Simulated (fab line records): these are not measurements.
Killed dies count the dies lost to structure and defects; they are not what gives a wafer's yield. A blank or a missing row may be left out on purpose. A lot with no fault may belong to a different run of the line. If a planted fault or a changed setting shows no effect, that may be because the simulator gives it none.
Which of the tools did it? ; flow sky130 ; 13 lots, 38 wafers sampled, at 4 steps of a route of 708

## WHAT THE GAUGES READ, wafer by wafer
SKY_LI_CONTACT_THK_MEAS_23: measures by xrf. Usual: LI_CONTACT_W_THK typically reads 398 nm, with standard deviation 7.7.
lot;measured;on;LI_CONTACT_W_THK (nm);flag
L216;day 28 22:30;film_metro-04;395 398 396;
L217;day 29 02:35;film_metro-03;387 388 388;
L218;day 29 13:31;film_metro-04;402 404 403;
L219;day 30 06:43;film_metro-03;398 399 396;
L220;day 30 11:37;film_metro-04;392 391 395;
L221;day 30 17:16;film_metro-02;406 403 395;
L222;day 31 03:50;film_metro-02;392 399 390;
L223;day 31 13:36;film_metro-02;389 391;
L232;day 34 07:25;film_metro-03;397 392 398;
L233;day 34 18:05;film_metro-02;394 397 407;
L234;day 35 09:20;film_metro-04;397 404 407;
L237;day 36 03:22;film_metro-02;403 401 396;
L238;day 36 11:56;film_metro-04;402 399 394;

SKY_LOCAL_INTERCONNECT_OVL_MEAS_12. Usual: LOCAL_INTERCONNECT_OVL typically reads 1 nm, with standard deviation 6.
lot;measured;on;LOCAL_INTERCONNECT_OVL (nm);flag
L216;day 30 02:28;overlay-02;0 -2 -2;
L217;day 30 07:07;overlay-02;6 11 -2;
L218;day 30 17:59;overlay-01;2 8 -3;
L219;day 31 11:20;overlay-02;0 -7 -7;
L220;day 31 15:44;overlay-02;-2 -1 -5;
L221;day 31 21:14;overlay-01;6 2 -2;
L222;day 32 08:17;overlay-01;1 -4 -5;
L223;day 32 17:28;overlay-02;8 10;
L232;day 35 10:29;overlay-02;-8 3 1;
L233;day 35 20:57;overlay-02;7 3 4;
L234;day 36 11:58;overlay-02;13 10 16;
L237;day 37 04:44;overlay-02;6 8 2;
L238;day 37 13:59;overlay-02;-2 1 -6;

SKY_CONTACT_CD_MEAS_14: the cd target is 170 nm. Usual: 169.6 nm for cd_nm, sd 1.6.
lot;measured;on;cd_nm (nm);flag
L216;day 31 08:01;cd_sem-02;169.0 169.5 167.9;
L217;day 31 11:31;cd_sem-02;169.6 170.1 169.8;
L218;day 31 22:55;cd_sem-01;170.2 169.2 170.0;
L219;day 32 15:16;cd_sem-01;171.2 172.8 172.1;
L220;day 32 19:42;cd_sem-02;169.7 168.0 170.9;
L221;day 33 01:32;cd_sem-02;171.3 173.2 172.8;
L222;day 33 12:23;cd_sem-02;169.7 169.2 126.5;OFF
L223;day 33 21:17;cd_sem-01;168.3 128.0;OFF
L232;day 36 14:47;cd_sem-01;169.3 170.7 170.2;
L233;day 37 00:27;cd_sem-01;168.3 167.9 168.4;
L234;day 37 15:31;cd_sem-02;168.3 167.0 167.2;
L237;day 38 07:28;cd_sem-02;168.0 168.8 168.1;
L238;day 38 17:19;cd_sem-02;167.1 169.0 169.0;

## EACH LOT AND THE TOOL THAT RAN IT (in order: tool; ch and the chambers of the sampled wafers; start)
lot;SKY_CONTACT_EXPOSE_11
L216;krf_scanner-02 ch 0, day 30 18:19
L217;krf_scanner-02 ch 0, day 30 21:41
L218;krf_scanner-02 ch 0, day 31 09:21
L219;krf_scanner-01 ch 0, day 32 01:51
L220;krf_scanner-02 ch 0, day 32 06:46
L221;krf_scanner-02 ch 0, day 32 12:33
L222;krf_scanner-02 ch 0, day 32 23:41
L223;krf_scanner-02 ch 0, day 33 08:20
L232;krf_scanner-01 ch 0, day 36 01:31
L233;krf_scanner-01 ch 0, day 36 11:46
L234;krf_scanner-01 ch 0, day 37 02:20
L237;krf_scanner-02 ch 0, day 37 19:15
L238;krf_scanner-01 ch 0, day 38 04:38
- SKY_CONTACT_EXPOSE_11: exposes mask CTM1, target cd 170 nm.

## WHAT THE TOOLS THEMSELVES READ (means of the sampled wafers that have a number; where no wafer has one, the mark that the record gives instead)
SKY_CONTACT_EXPOSE_11. Usual: 0.0 nm for focus_offset_nm, sd 0.43.
lot;tool;focus_offset_nm (nm);flag
L216;krf_scanner-02;-0.1;
L217;krf_scanner-02;0.2;
L218;krf_scanner-02;0.1;
L219;krf_scanner-01;0.5;
L220;krf_scanner-02;0.2;
L221;krf_scanner-02;-0.2;
L222;krf_scanner-02;0.3;
L223;krf_scanner-02;0.7;
L232;krf_scanner-01;-0.0;
L233;krf_scanner-01;-0.1;
L234;krf_scanner-01;0.2;
L237;krf_scanner-02;-0.4;
L238;krf_scanner-01;0.1;

## THE ANSWER, worked out from the rows above alone
Rule: a lot is off if the mean of its wafers that have a number lies more than 3 standard deviations from the usual mean. Also off: a lot with no number at a reading for which 4 or more lots have one. All remaining lots with rows at the step are treated as sound. First the gauges in route order, then the tools' own readings, where a lot's mean is used as printed above. The first step at which some lot is off is used, and at that step the reading that is off furthest; a lot without a number counts as furthest.
Off at SKY_CONTACT_CD_MEAS_14 (cd_nm): L222, L223.
A tool fits if, at a process step before that reading, it ran every lot that is off, and no sound lot after the first of them. Those tools and the gauges at SKY_CONTACT_CD_MEAS_14 are tried in the same way. Not one of the candidates tried fits.

## WHAT THE SIMULATOR HAD PUT IN
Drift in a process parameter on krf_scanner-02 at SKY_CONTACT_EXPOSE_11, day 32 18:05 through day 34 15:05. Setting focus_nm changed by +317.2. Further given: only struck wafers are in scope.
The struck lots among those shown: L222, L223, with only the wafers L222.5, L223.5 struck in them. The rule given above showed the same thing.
